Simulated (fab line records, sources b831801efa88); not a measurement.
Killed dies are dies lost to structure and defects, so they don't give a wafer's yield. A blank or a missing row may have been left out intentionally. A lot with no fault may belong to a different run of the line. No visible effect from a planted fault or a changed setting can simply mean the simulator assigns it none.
One fault through the eyes of 2 desks / flow sky130 / each desk has only its own numbers; what lay behind them comes last

## FROM THE METROLOGY DESK
What the gauges read, lot by lot, whatever tool the lot ran on: means of the sampled wafers that have a number. The brackets show how far a lot's mean lies from the usual mean; more than 4 standard deviations puts the lot out of limits, marked OUT.
Columns: A = LDD_LDN_TW at SKY_LDD_LDN_TW_MEAS_13, usual 1484; B = cd-nm at SKY_SD_P_CD_MEAS_07, usual 380.9 nm
lot=L797; first seen here=day 23 12:05; A=1469; B=378.5
lot=L798; first seen here=day 23 18:58; A=1489; B=378.3
lot=L801; first seen here=day 24 16:22; A=1501; B=383.7
lot=L805; first seen here=day 26 09:20; A=1476; B=382.1
lot=L807; first seen here=day 26 18:14; A=1477; B=382.8
lot=L806; first seen here=day 26 22:26; A=1495; B=380.3
lot=L808; first seen here=day 27 03:12; A=1496; B=381.8
lot=L812; first seen here=day 28 19:04; A=1486; B=383.2
lot=L813; first seen here=day 28 20:07; A=1420 (-4.9) OUT; B=380.1
lot=L815; first seen here=day 29 12:22; A=1417 (-5.2) OUT; B=381.0
lot=L817; first seen here=day 30 02:53; A=1465; B=380.6
Per this desk, out of limits: L813, L815; the first was L813, day 28 20:07 (LDD_LDN_TW at SKY_LDD_LDN_TW_MEAS_13). L797, L798, L801, L805, L807, L806, L808, L812, L817: within limits.

## TOOL OWNER'S DESK, implanter-03
The tool's own readings at SKY_LDD_LDN_IMPLANT_11, given as means over the sampled wafers that have a number, one for each lot that went through this tool. The brackets show how far a lot's mean lies from the usual mean; more than 4 standard deviations puts the lot out of limits, marked OUT.
Columns: A = dose-ions-cm2 at SKY_LDD_LDN_IMPLANT_11, usual 1.2498e+13; B = end-station-pressure-torr at SKY_LDD_LDN_IMPLANT_11, usual 5.02e-06 Torr; C = faraday-current-uA at SKY_LDD_LDN_IMPLANT_11, usual 70.4
lot=L797; first seen here=day 23 11:51; A=1.2516e+13; B=4.99e-06; C=70.1
lot=L813; first seen here=day 28 19:52; A=7.1757e+12 (-99 or more) OUT; B=4.98e-06; C=40.9 (-21) OUT
lot=L815; first seen here=day 29 12:07; A=7.1623e+12 (-99 or more) OUT; B=4.96e-06; C=40.2 (-22) OUT
Finding of this desk: L813, L815 out of limits; the first was L813 at day 28 19:52, on dose-ions-cm2 at SKY_LDD_LDN_IMPLANT_11. L797: within limits.

## PUT TOGETHER
The tool owner's desk could have raised an alarm at day 28 19:52, on L813, L815.
An alarm was possible from the metrology desk at day 28 20:07, on L813, L815.
Every lot named ran SKY_LDD_LDN_IMPLANT_11 on implanter-03.

## WHAT THE SIMULATOR HAD PUT IN
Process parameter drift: implanter-03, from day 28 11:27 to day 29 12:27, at SKY_LDD_LDN_IMPLANT_11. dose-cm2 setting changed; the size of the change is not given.
Struck lots among those shown: L813, L815.
Time in hours from fault onset to the first out-of-limits reading at each desk: tool owner's desk 8, metrology desk 9.
